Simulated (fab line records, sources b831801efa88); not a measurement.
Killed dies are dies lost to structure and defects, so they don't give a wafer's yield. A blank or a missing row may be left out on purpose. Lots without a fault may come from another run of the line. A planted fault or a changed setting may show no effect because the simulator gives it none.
fab line records | flow sky130
record lots=13 wafers=39 last_day=50
route steps=708 shown GATE_OXIDE@189 RES_PROTECT@214 PAD_OPEN@708
lots that met no fault: from a run of the same line without faults
start_h: hours from the record's first day to the start of the lot's first wafer shown | wait_h: hours since the lot's step before | " the same as in the row above | L1.1+2: a row that stands for several wafers | - no value, or no start given | * or withheld: withheld | < > ~ a bound
route shown NAME@n: a module of which the file shows steps, and the number in the route of the first | usual: mean/standard deviation of fault-free wafers | same: alike in all rows | chamber/n: place in a boat | sites: the reading at each site | _std_site: their standard deviation | _edge_site: outer sites' mean less inner sites' | radius_mm: how far each site lies from the wafer's centre | mask NAME#n: copy n | behind: the tool/chamber that last shaped the wafer | hold: why the lot was held/for how many hours/how that ended | device: the transistor (n, p or np) that didn't switch | end of line: the same wafers' tests at the end of the route | a step without rows: its recipe alone | killed: dies lost to structure and defects at the first sort, not the wafer's yield | map: a wafer's dies, x killed, . not, _ none there
set.NAME: the setting as run; set.NAME@STEP: as run at that earlier step | model.NAME: the simulator's own value behind a step, which no gauge read
steps of the route over a sample of lots; a table a step, a row a wafer
services: from which hour (start_h, from the record's first day; less than 0 if before it) a tool's chamber was out of use, for how many hours, and why
## steps
# step SKY_GATE_OXIDE_THK_MEAS_02
# recipe reads=SiO2_of_GATE_OXIDE_OXIDATION_01
# usual GATE_OXIDE_OXIDATION_00_THK=10.33/0.18
# columns lot.wafer tool chamber start_h wait_h GATE_OXIDE_OXIDATION_00_THK[nm]
L480.1 film_metro-03 - 291.08 0.0 9.98
L480.2 " - " " 10.27
L480.5 " - " " 10.09
L481.2 film_metro-03 - 301.41 0.0 10.43
L481.4 " - " " 10.46
L481.6 " - " " 10.46
L483.2 film_metro-02 - 313.05 0.0 10.06
L483.3 " - " " 10.29
L483.6 " - " " 10.28
L484.1 film_metro-04 - 322.61 0.0 10.40
L484.2 " - " " 10.46
L484.6 " - " " 10.45
L486.1 film_metro-02 - 346.12 0.0 10.19
L486.5 " - " " 10.03
L486.6 " - " " 10.12
L490.3 film_metro-02 - 366.26 0.0 10.20
L490.5 " - " " 10.12
L490.6 " - " " 10.14
L491.2 film_metro-02 - 379.66 0.0 10.75
L491.5 " - " " 10.74
L491.6 " - " " 10.48
L492.2 film_metro-02 - 389.55 0.0 10.26
L492.4 " - " " 10.05
L492.6 " - " " 10.16
L494.1 film_metro-03 - 399.34 0.0 10.66
L494.3 " - " " 10.58
L494.5 " - " " 10.36
L498.2 film_metro-02 - 437.36 0.0 10.29
L498.3 " - " " 10.40
L498.4 " - " " 10.43
L499.2 film_metro-03 - 445.51 0.0 10.22
L499.3 " - " " 10.37
L499.5 " - " " 10.44
L500.1 film_metro-04 - 451.91 0.0 10.22
L500.2 " - " " 10.17
L500.6 " - " " 10.02
L501.2 film_metro-02 - 461.72 0.0 10.30
L501.5 " - " " 10.15
L501.6 " - " " 10.16
# step SKY_GATE_OXIDE_WET_ETCH_12
# recipe chemistry=dHF target_depth_nm=16.8 dry=n2_spin target=SiO2 dilution=100:1 temp_c=25 time_s=336
# usual bath_heat_duty_pct=6.1/0.92 run_length_s=365/4
# columns lot.wafer tool chamber start_h wait_h bath_heat_duty_pct run_length_s
L480.1 wet_bench-04 1 316.06 0.1 6.2 361
L480.2 " 1 " " 6.6 361
L480.5 " 1 " " 5.8 361
L481.2 wet_bench-03 3 326.45 0.1 4.4 361
L481.4 " 3 " " 5.5 361
L481.6 " 3 " " 5.8 361
L483.2 wet_bench-03 1 338.70 0.1 5.9 368
L483.3 " 1 " " 4.7 368
L483.6 " 1 " " 4.8 368
L484.1 wet_bench-03 0 348.96 0.1 6.3 368
L484.2 " 0 " " 6.4 368
L484.6 " 0 " " 5.2 368
L486.1 wet_bench-03 3 373.66 0.1 6.2 368
L486.5 " 3 " " 5.9 368
L486.6 " 3 " " 6.1 368
L490.3 wet_bench-04 2 394.71 0.1 7.0 361
L490.5 " 2 " " 8.0 361
L490.6 " 2 " " 6.6 361
L491.2 wet_bench-02 2 408.25 0.1 - -
L491.5 " 2 " " - -
L491.6 " 2 " " - -
L492.2 wet_bench-03 2 419.30 0.1 - -
L492.4 " 2 " " - -
L492.6 " 2 " " - -
L494.1 wet_bench-04 0 428.65 0.1 6.7 371
L494.3 " 0 " " 6.5 371
L494.5 " 0 " " 6.8 371
L498.2 wet_bench-04 0 469.26 0.1 6.3 362
L498.3 " 0 " " 6.9 362
L498.4 " 0 " " 6.3 362
L499.2 wet_bench-02 0 477.25 0.1 5.0 372
L499.3 " 0 " " 5.1 372
L499.5 " 0 " " 5.2 372
L500.1 wet_bench-03 1 482.91 0.1 5.7 361
L500.2 " 1 " " 5.4 361
L500.6 " 1 " " 5.8 361
L501.2 wet_bench-02 1 492.91 0.1 6.1 362
L501.5 " 1 " " 5.1 362
L501.6 " 1 " " 6.6 362
# step SKY_RES_PROTECT_STRIP_07
# recipe chemistry=O2/N2 power_w=1400 pressure_mtorr=1500 platen_temp_c=withheld o2_flow_sccm=3000 n2_flow_sccm=300 overash_fraction=0.5
# usual drypump_motor_current_A=5.8/0.63 n2_flow_sccm=300.0/0.86 oes_product_au=0.519/0.0047 strip_time_to_endpoint_s=23.18/0.041
# columns lot.wafer tool chamber start_h wait_h drypump_motor_current_A n2_flow_sccm oes_product_au rf_hours_counter_h strip_time_to_endpoint_s
L480.1 plasma_asher-01 1 347.67 0.1 6.5 299.4 0.514 67 23.22
L480.2 " 0 " " 5.0 300.0 0.512 67 23.16
L480.5 " 1 " " 6.4 299.2 0.514 - 23.22
L481.2 plasma_asher-01 1 358.02 0.1 6.5 300.7 0.514 68 23.12
L481.4 " 1 " " 6.5 300.3 0.521 - 23.11
L481.6 " 1 " " 6.4 299.8 0.520 - 23.12
L483.2 plasma_asher-03 1 370.27 0.1 6.3 300.5 0.520 68 23.10
L483.3 " 0 " " 6.6 300.4 0.523 - 23.17
L483.6 " 1 " " 6.4 299.9 0.518 - 23.13
L484.1 plasma_asher-03 1 381.17 0.1 6.3 300.1 0.518 70 23.18
L484.2 " 0 " " 6.6 299.5 0.513 70 23.14
L484.6 " 1 " " 6.3 300.7 0.531 - 23.14
L486.1 plasma_asher-01 1 406.27 0.1 6.4 299.7 0.514 73 23.15
L486.5 " 1 " " 6.4 299.4 0.526 - 23.13
L486.6 " 0 " " 5.0 301.1 0.521 - 23.15
L490.3 plasma_asher-04 0 431.30 0.1 5.5 298.7 0.516 - 23.19
L490.5 " 1 " " 5.4 299.2 0.520 - 23.12
L490.6 " 0 " " 5.5 298.8 0.517 - 23.20
L494.1 plasma_asher-04 1 464.27 0.1 5.4 301.3 0.517 34 23.24
L494.3 " 0 " " 5.5 298.7 0.516 - 23.24
L494.5 " 0 " " 5.5 299.6 0.524 - 23.22
L498.2 plasma_asher-01 1 504.01 0.1 6.4 301.0 0.524 7 23.19
L498.3 " 0 " " 5.0 299.0 0.513 - 23.18
L498.4 " 1 " " 6.4 301.9 0.523 - 23.18
L499.2 plasma_asher-01 1 511.62 0.1 6.4 299.6 0.514 8 23.17
L499.3 " 1 " " 6.5 299.5 0.520 - 23.23
L499.5 " 0 " " 5.0 300.6 0.521 - 23.20
L500.1 plasma_asher-01 0 517.07 0.1 5.0 300.2 0.520 9 23.16
L500.2 " 1 " " 6.5 298.7 0.523 9 23.14
L500.6 " 1 " " 6.5 300.4 0.514 - 23.14
L501.2 plasma_asher-01 1 526.27 0.1 6.5 300.2 0.522 10 23.18
L501.5 " 0 " " 5.0 300.7 0.523 - 23.22
L501.6 " 1 " " 6.5 300.3 0.520 - 23.22
# step SKY_RES_PROTECT_TW_MEAS_08
# usual POLY_GATE_TW=3994/33
# columns lot.wafer tool chamber start_h wait_h POLY_GATE_TW
L480.1 film_metro-03 - 347.77 0.1 3928
L480.2 " - " " 3935
L480.5 " - " " 3931
L481.2 film_metro-04 - 358.13 0.1 3980
L481.4 " - " " 3987
L481.6 " - " " 3983
L483.2 film_metro-04 - 370.38 0.1 3995
L483.3 " - " " 3980
L483.6 " - " " 3973
L484.1 film_metro-04 - 381.27 0.1 3987
L484.2 " - " " 3969
L484.6 " - " " 3997
L486.1 film_metro-01 - 406.37 0.1 4018
L486.5 " - " " 4008
L486.6 " - " " 4018
L490.3 film_metro-03 - 431.39 0.1 3931
L490.5 " - " " 3913
L490.6 " - " " 3933
L494.1 film_metro-04 - 464.37 0.1 4034
L494.3 " - " " 4045
L494.5 " - " " 4007
L498.2 film_metro-01 - 504.12 0.1 4044
L498.3 " - " " 4021
L498.4 " - " " 4032
L499.2 film_metro-04 - 511.73 0.1 3976
L499.3 " - " " 3963
L499.5 " - " " 3975
L500.1 film_metro-01 - 517.17 0.1 4038
L500.2 " - " " 4031
L500.6 " - " " 4017
L501.2 film_metro-01 - 526.38 0.1 4061
L501.5 " - " " 4045
L501.6 " - " " 4049
# step SKY_PAD_OPEN_PROBE_99
# usual killed_at_M0_to_M3=44/7.1 killed_at_M4_up=3/1.6 killed_at_contacts=24/5.4 killed_at_front_end=15/4.7 killed_at_other=0.3/0.51 killed_dies=87/9.9 killed_on_rim=17/4 killed_open=48/7.6 killed_short=39/6.3
# same gross_dies=492 killed_at_back_side=0
# columns lot.wafer tool chamber start_h wait_h killed_at_M0_to_M3 killed_at_M4_up killed_at_contacts killed_at_front_end killed_at_other killed_dies killed_on_rim killed_open killed_short
L480.1 prober-01 - 1079.24 0.1 44 3 16 18 0 81 23 39 42
L480.2 prober-01 - 1079.29 0.1 35 2 23 15 1 76 24 44 32
L480.5 prober-01 - 1079.44 0.2 50 6 15 25 0 96 21 59 37
L481.2 prober-01 - 1092.63 0.1 43 6 21 10 0 80 15 44 36
L481.4 prober-01 - 1092.73 0.2 42 3 23 16 1 85 15 46 39
L481.6 prober-01 - 1092.83 0.2 60 3 29 9 0 101 22 49 52
L483.2 prober-02 - 1093.59 0.1 51 1 30 10 0 92 22 50 42
L483.3 prober-02 - 1093.64 0.2 40 2 33 17 0 92 24 44 48
L483.6 prober-02 - 1093.79 0.2 54 5 26 14 1 100 17 56 44
L484.1 prober-01 - 1104.50 0.1 51 2 23 8 0 84 13 47 37
L484.2 prober-01 - 1104.55 0.1 38 4 27 18 0 87 13 47 40
L484.6 prober-01 - 1104.75 0.2 41 4 39 14 0 98 16 56 42
L486.1 prober-02 - 1132.20 0.1 44 1 19 12 0 76 17 51 25
L486.5 prober-02 - 1132.40 0.2 52 3 30 9 0 94 18 60 34
L486.6 prober-02 - 1132.45 0.2 47 3 21 19 1 91 20 56 35
L490.3 prober-02 - 1138.09 0.2 42 3 24 25 0 94 21 61 33
L490.5 prober-02 - 1138.19 0.2 50 2 24 9 0 85 14 57 28
L490.6 prober-02 - 1138.24 0.2 42 5 21 18 0 86 21 45 41
L491.2 prober-01 - 1143.77 0.1 46 3 35 408 0 492 96 64 36
L491.5 prober-01 - 1143.92 0.2 42 3 20 427 0 492 96 46 36
L491.6 prober-01 - 1143.97 0.2 41 3 23 425 0 492 96 48 35
L492.2 prober-02 - 1153.94 0.1 43 4 17 428 0 492 96 34 45
L492.4 prober-02 - 1154.04 0.2 60 1 16 415 0 492 96 61 37
L492.6 prober-02 - 1154.14 0.2 45 2 23 422 0 492 96 43 40
L494.1 prober-02 - 1158.03 0.1 38 3 14 11 0 66 9 37 29
L494.3 prober-02 - 1158.13 0.2 37 2 24 12 0 75 14 33 42
L494.5 prober-02 - 1158.23 0.2 53 0 21 19 1 94 19 45 49
L498.2 prober-02 - 1179.51 0.1 43 4 14 16 0 77 14 45 32
L498.3 prober-02 - 1179.56 0.2 39 5 18 10 0 72 11 37 35
L498.4 prober-02 - 1179.61 0.2 39 2 29 14 1 85 17 48 37
L499.2 prober-01 - 1180.74 0.1 51 3 29 26 0 109 25 57 52
L499.3 prober-01 - 1180.79 0.2 49 1 26 14 0 90 14 37 53
L499.5 prober-01 - 1180.89 0.2 40 3 26 22 0 91 20 51 40
L500.1 prober-02 - 1188.64 0.1 61 2 23 12 0 98 22 53 45
L500.2 prober-02 - 1188.69 0.1 48 5 17 17 0 87 22 48 39
L500.6 prober-02 - 1188.89 0.2 37 1 27 19 1 85 18 46 39
L501.2 prober-01 - 1191.54 0.1 43 4 22 12 2 83 17 43 40
L501.5 prober-01 - 1191.69 0.2 31 10 22 11 0 74 18 41 33
L501.6 prober-01 - 1191.74 0.2 37 1 25 7 1 71 14 43 28
# killed by level:class
L480.1 VIA1:geometric_particle:open=10 METAL1:geometric_particle:short=7 CONTACT:geometric_particle:short=6 CONTACT:geometric_particle:open=6 VIA1:geometric_particle:short=6 VIA3:geometric_particle:open=6 POLY_GATE:geometric_particle:open=5 POLY_GATE:geometric_particle:short=4
L480.2 VIA1:geometric_particle:open=10 CONTACT:geometric_particle:open=9 LI_CONTACT:geometric_particle:open=6 METAL2:geometric_particle:short=6 VIA3:geometric_particle:short=5 VIA3:geometric_particle:open=4 FIELD_ISO:geometric_particle:short=3 FIELD_ISO:geometric_particle:open=3
L480.5 VIA1:geometric_particle:open=13 VIA2:geometric_particle:open=12 POLY_GATE:geometric_particle:open=9 FIELD_ISO:geometric_particle:open=5 VIA3:geometric_particle:open=5 CONTACT:geometric_particle:open=5 FIELD_ISO:geometric_particle:short=4 VIA2:geometric_particle:short=4
L481.2 VIA1:geometric_particle:open=11 CONTACT:geometric_particle:open=6 VIA1:geometric_particle:short=6 VIA2:geometric_particle:open=6 LOCAL_INTERCONNECT:geometric_particle:short=5 FIELD_ISO:geometric_particle:open=4 LI_CONTACT:geometric_particle:open=4 METAL1:geometric_particle:short=4
L481.4 LI_CONTACT:geometric_particle:open=8 VIA2:geometric_particle:open=8 METAL2:geometric_particle:short=7 VIA3:geometric_particle:open=7 LOCAL_INTERCONNECT:geometric_particle:short=6 FIELD_ISO:geometric_particle:short=5 POLY_GATE:geometric_particle:open=5 CONTACT:geometric_particle:short=3
L481.6 VIA1:geometric_particle:open=12 VIA2:geometric_particle:open=11 VIA1:geometric_particle:short=9 METAL1:geometric_particle:short=8 CONTACT:geometric_particle:short=7 LI_CONTACT:geometric_particle:open=6 LOCAL_INTERCONNECT:geometric_particle:short=6 VIA3:geometric_particle:open=5
L483.2 CONTACT:geometric_particle:open=9 VIA1:geometric_particle:open=9 VIA1:geometric_particle:short=8 LOCAL_INTERCONNECT:geometric_particle:short=8 VIA3:geometric_particle:open=7 VIA2:geometric_particle:open=7 LI_CONTACT:geometric_particle:open=5 CONTACT:geometric_particle:short=4
L483.3 LI_CONTACT:geometric_particle:open=11 METAL1:geometric_particle:short=9 VIA1:geometric_particle:open=8 CONTACT:geometric_particle:open=7 LOCAL_INTERCONNECT:geometric_particle:short=6 METAL2:geometric_particle:short=6 VIA3:geometric_particle:open=5 LI_CONTACT:geometric_particle:short=5
L483.6 VIA2:geometric_particle:open=11 VIA1:geometric_particle:open=11 CONTACT:geometric_particle:open=9 VIA1:geometric_particle:short=7 CONTACT:geometric_particle:short=7 VIA3:geometric_particle:open=7 METAL2:geometric_particle:short=5 POLY_GATE:geometric_particle:short=4
L484.1 CONTACT:geometric_particle:open=10 VIA1:geometric_particle:open=10 VIA2:geometric_particle:open=9 VIA1:geometric_particle:short=8 LI_CONTACT:geometric_particle:open=7 METAL1:geometric_particle:short=7 VIA3:geometric_particle:short=5 METAL2:geometric_particle:short=4
L484.2 LI_CONTACT:geometric_particle:open=8 CONTACT:geometric_particle:open=8 CONTACT:geometric_particle:short=7 VIA2:geometric_particle:open=7 VIA1:geometric_particle:short=7 METAL2:geometric_particle:short=6 VIA1:geometric_particle:open=6 POLY_GATE:geometric_particle:open=4
L484.6 CONTACT:geometric_particle:open=17 LI_CONTACT:geometric_particle:open=11 VIA1:geometric_particle:open=9 METAL1:geometric_particle:short=8 CONTACT:geometric_particle:short=6 VIA3:geometric_particle:open=6 VIA3:geometric_particle:short=5 POLY_GATE:geometric_particle:open=4
L486.1 VIA1:geometric_particle:open=12 CONTACT:geometric_particle:open=8 VIA3:geometric_particle:open=6 POLY_GATE:geometric_particle:open=5 VIA1:geometric_particle:short=5 LI_CONTACT:geometric_particle:open=4 CONTACT:geometric_particle:short=4 METAL1:geometric_particle:open=4
L486.5 VIA1:geometric_particle:open=19 CONTACT:geometric_particle:open=15 VIA3:geometric_particle:open=11 METAL2:geometric_particle:short=7 LI_CONTACT:geometric_particle:open=6 LOCAL_INTERCONNECT:geometric_particle:short=4 POLY_GATE:geometric_particle:open=3 VIA1:geometric_particle:short=3
L486.6 VIA1:geometric_particle:open=10 VIA3:geometric_particle:open=10 LI_CONTACT:geometric_particle:open=9 CONTACT:geometric_particle:open=8 VIA2:geometric_particle:open=7 VIA3:geometric_particle:short=6 FIELD_ISO:geometric_particle:short=5 SPACER:geometric_particle:open=5
L490.3 VIA1:geometric_particle:open=12 LI_CONTACT:geometric_particle:open=10 CONTACT:geometric_particle:open=7 VIA3:geometric_particle:open=7 FIELD_ISO:geometric_particle:open=5 FIELD_ISO:geometric_particle:short=5 METAL1:geometric_particle:short=5 VIA2:geometric_particle:open=4
L490.5 VIA1:geometric_particle:open=20 CONTACT:geometric_particle:open=13 METAL1:geometric_particle:short=6 METAL2:geometric_particle:short=6 VIA3:geometric_particle:open=5 LI_CONTACT:geometric_particle:open=4 VIA2:geometric_particle:open=4 VIA3:geometric_particle:short=4
L490.6 VIA1:geometric_particle:open=9 VIA3:geometric_particle:open=8 CONTACT:geometric_particle:open=7 CONTACT:geometric_particle:short=6 VIA1:geometric_particle:short=6 METAL2:geometric_particle:short=5 SPACER:geometric_particle:short=4 LI_CONTACT:geometric_particle:open=4
L491.2 GATE_OXIDE:area_etch=392 VIA1:geometric_particle:open=17 CONTACT:geometric_particle:open=13 LI_CONTACT:geometric_particle:open=10 POLY_GATE:geometric_particle:short=7 VIA3:geometric_particle:open=7 POLY_GATE:geometric_particle:open=5 LI_CONTACT:geometric_particle:short=4
L491.5 GATE_OXIDE:area_etch=410 VIA1:geometric_particle:open=13 VIA1:geometric_particle:short=8 FIELD_ISO:geometric_particle:short=5 FIELD_ISO:geometric_particle:open=5 LI_CONTACT:geometric_particle:open=5 CONTACT:geometric_particle:open=5 METAL2:geometric_particle:short=5
L491.6 GATE_OXIDE:area_etch=409 VIA1:geometric_particle:open=16 CONTACT:geometric_particle:open=7 POLY_GATE:geometric_particle:short=6 LOCAL_INTERCONNECT:geometric_particle:short=6 VIA2:geometric_particle:open=6 LI_CONTACT:geometric_particle:open=5 FIELD_ISO:geometric_particle:open=4
L492.2 GATE_OXIDE:area_etch=413 METAL1:geometric_particle:short=12 VIA1:geometric_particle:open=9 CONTACT:geometric_particle:open=8 POLY_GATE:geometric_particle:short=7 VIA3:geometric_particle:open=6 VIA1:geometric_particle:short=5 LOCAL_INTERCONNECT:geometric_particle:short=4
L492.4 GATE_OXIDE:area_etch=394 VIA1:geometric_particle:open=14 VIA3:geometric_particle:open=11 METAL2:geometric_particle:short=9 POLY_GATE:geometric_particle:open=7 VIA2:geometric_particle:open=7 CONTACT:geometric_particle:open=6 FIELD_ISO:geometric_particle:open=5
L492.6 GATE_OXIDE:area_etch=409 METAL1:geometric_particle:short=10 CONTACT:geometric_particle:open=9 VIA3:geometric_particle:open=8 LI_CONTACT:geometric_particle:open=7 VIA1:geometric_particle:open=7 FIELD_ISO:geometric_particle:short=5 METAL2:geometric_particle:short=5
L494.1 VIA1:geometric_particle:open=8 VIA2:geometric_particle:open=7 FIELD_ISO:geometric_particle:open=6 METAL1:geometric_particle:short=6 CONTACT:geometric_particle:open=4 METAL2:geometric_particle:short=4 POLY_GATE:geometric_particle:open=3 LI_CONTACT:geometric_particle:open=3
L494.3 VIA1:geometric_particle:short=9 VIA1:geometric_particle:open=8 LI_CONTACT:geometric_particle:open=7 CONTACT:geometric_particle:open=7 METAL2:geometric_particle:short=6 POLY_GATE:geometric_particle:short=4 LI_CONTACT:geometric_particle:short=4 METAL1:geometric_particle:short=4
L494.5 VIA1:geometric_particle:open=13 METAL1:geometric_particle:short=10 LOCAL_INTERCONNECT:geometric_particle:short=8 VIA2:geometric_particle:open=8 POLY_GATE:geometric_particle:open=7 FIELD_ISO:geometric_particle:short=6 VIA1:geometric_particle:short=6 VIA3:geometric_particle:open=6
L498.2 VIA1:geometric_particle:open=11 VIA3:geometric_particle:open=9 LI_CONTACT:geometric_particle:open=6 FIELD_ISO:geometric_particle:open=5 POLY_GATE:geometric_particle:short=5 METAL1:geometric_particle:short=5 VIA1:geometric_particle:short=5 FIELD_ISO:geometric_particle:short=4
L498.3 VIA1:geometric_particle:open=11 VIA2:geometric_particle:open=6 CONTACT:geometric_particle:short=6 VIA1:geometric_particle:short=5 LI_CONTACT:geometric_particle:open=4 LOCAL_INTERCONNECT:geometric_particle:short=4 VIA3:geometric_particle:open=4 POLY_GATE:geometric_particle:open=3
L498.4 VIA1:geometric_particle:open=13 CONTACT:geometric_particle:open=8 LOCAL_INTERCONNECT:geometric_particle:short=7 METAL2:geometric_particle:short=7 FIELD_ISO:geometric_particle:open=5 CONTACT:geometric_particle:short=5 POLY_GATE:geometric_particle:short=4 LOCAL_INTERCONNECT:geometric_particle:open=4
L499.2 VIA1:geometric_particle:open=15 LI_CONTACT:geometric_particle:open=9 LOCAL_INTERCONNECT:geometric_particle:short=8 CONTACT:geometric_particle:open=7 FIELD_ISO:geometric_particle:short=6 VIA1:geometric_particle:short=6 POLY_GATE:geometric_particle:short=5 VIA2:geometric_particle:open=5
L499.3 METAL1:geometric_particle:short=11 VIA1:geometric_particle:open=8 LI_CONTACT:geometric_particle:open=8 CONTACT:geometric_particle:short=6 VIA2:geometric_particle:short=6 METAL2:geometric_particle:short=6 VIA3:geometric_particle:open=6 FIELD_ISO:geometric_particle:short=5
L499.5 CONTACT:geometric_particle:open=9 VIA1:geometric_particle:open=9 VIA2:geometric_particle:open=8 LI_CONTACT:geometric_particle:open=7 POLY_GATE:geometric_particle:open=6 FIELD_ISO:geometric_particle:short=5 VIA2:geometric_particle:short=5 CONTACT:geometric_particle:short=5
L500.1 VIA1:geometric_particle:open=15 METAL2:geometric_particle:short=10 VIA3:geometric_particle:open=10 CONTACT:geometric_particle:short=9 METAL1:geometric_particle:short=7 CONTACT:geometric_particle:open=6 VIA2:geometric_particle:open=6 VIA1:geometric_particle:short=5
L500.2 VIA2:geometric_particle:open=9 VIA1:geometric_particle:open=7 LI_CONTACT:geometric_particle:open=6 POLY_GATE:geometric_particle:open=6 METAL2:geometric_particle:short=6 VIA2:geometric_particle:short=5 POLY_GATE:geometric_particle:short=5 CONTACT:geometric_particle:short=5
L500.6 CONTACT:geometric_particle:open=9 VIA1:geometric_particle:open=9 CONTACT:geometric_particle:short=7 METAL2:geometric_particle:short=7 VIA3:geometric_particle:open=6 FIELD_ISO:geometric_particle:open=5 POLY_GATE:geometric_particle:open=5 LI_CONTACT:geometric_particle:open=5
L501.2 VIA1:geometric_particle:open=16 METAL1:geometric_particle:short=8 CONTACT:geometric_particle:open=6 CONTACT:geometric_particle:short=6 VIA3:geometric_particle:short=4 METAL2:geometric_particle:short=4 FIELD_ISO:geometric_particle:short=3 POLY_CUT:geometric_particle:open=3
L501.5 LI_CONTACT:geometric_particle:open=9 VIA1:geometric_particle:open=9 METAL4:geometric_particle:short=7 CONTACT:geometric_particle:open=4 LOCAL_INTERCONNECT:geometric_particle:short=4 METAL1:geometric_particle:short=4 VIA3:geometric_particle:open=4 POLY_GATE:geometric_particle:short=3
L501.6 CONTACT:geometric_particle:open=11 VIA3:geometric_particle:open=8 VIA2:geometric_particle:open=7 LI_CONTACT:geometric_particle:open=6 METAL1:geometric_particle:short=4 VIA1:geometric_particle:short=4 METAL2:geometric_particle:short=4 POLY_GATE:geometric_particle:short=3
## services
# columns tool chamber start_h hours kind
plasma_asher-03 - 332.07 2.8 pm
plasma_asher-04 - 354.86 16.7 repair
plasma_asher-04 - 379.28 3.2 repair
plasma_asher-01 - 421.25 9.0 pm
plasma_asher-01 0 421.25 9.0 vent_cycle
plasma_asher-01 1 421.25 9.0 vent_cycle
plasma_asher-01 0 430.25 - clean
plasma_asher-01 1 430.25 - clean
plasma_asher-03 - 437.57 1.1 repair
plasma_asher-03 - 442.62 6.7 repair
plasma_asher-01 - 457.79 1.4 repair
plasma_asher-03 - 466.06 1.7 repair
wet_bench-02 - 471.06 1.9 pm
wet_bench-03 - 474.52 7.4 repair
## key
first_sign step=SKY_GATE_OXIDE_WET_ETCH_12 reading=tool_record direction=missing
effect step=SKY_PAD_OPEN_PROBE_99 reading=killed_at_front_end direction=up sigmas=86 usual=15 struck=421
more_kills_born_at SKY_GATE_OXIDE_WET_ETCH_12@wet_bench-03=1216 SKY_GATE_OXIDE_WET_ETCH_12@wet_bench-02=1211
met_at SKY_GATE_OXIDE_WET_ETCH_12
struck_lots L491,L492
later_rows_left_out L491.2,L491.5,L491.6,L492.2,L492.4,L492.6
tester_left_out L491,L492
not_acting_at SKY_GATE_OXIDE_THK_MEAS_02,SKY_RES_PROTECT_STRIP_07,SKY_RES_PROTECT_TW_MEAS_08
onset_between 373.66 408.25
fault kind=skipped_step_whole tool=wet_bench-02,wet_bench-03 chamber=- onset_h=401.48 steps=SKY_GATE_OXIDE_WET_ETCH_12 scope=struck_lots_only
# tester_left_out: of these lots the tester's yield and bins aren't shown, on N5 and GAA mostly nor the transistor test; their killed dies are dies lost to structure and defects alone, not to doping, threshold or leakage, so they don't give the yield
# later_rows_left_out: the simulator's readings of these wafers behind a module that went badly wrong aren't trusted and aren't shown, but for the sort
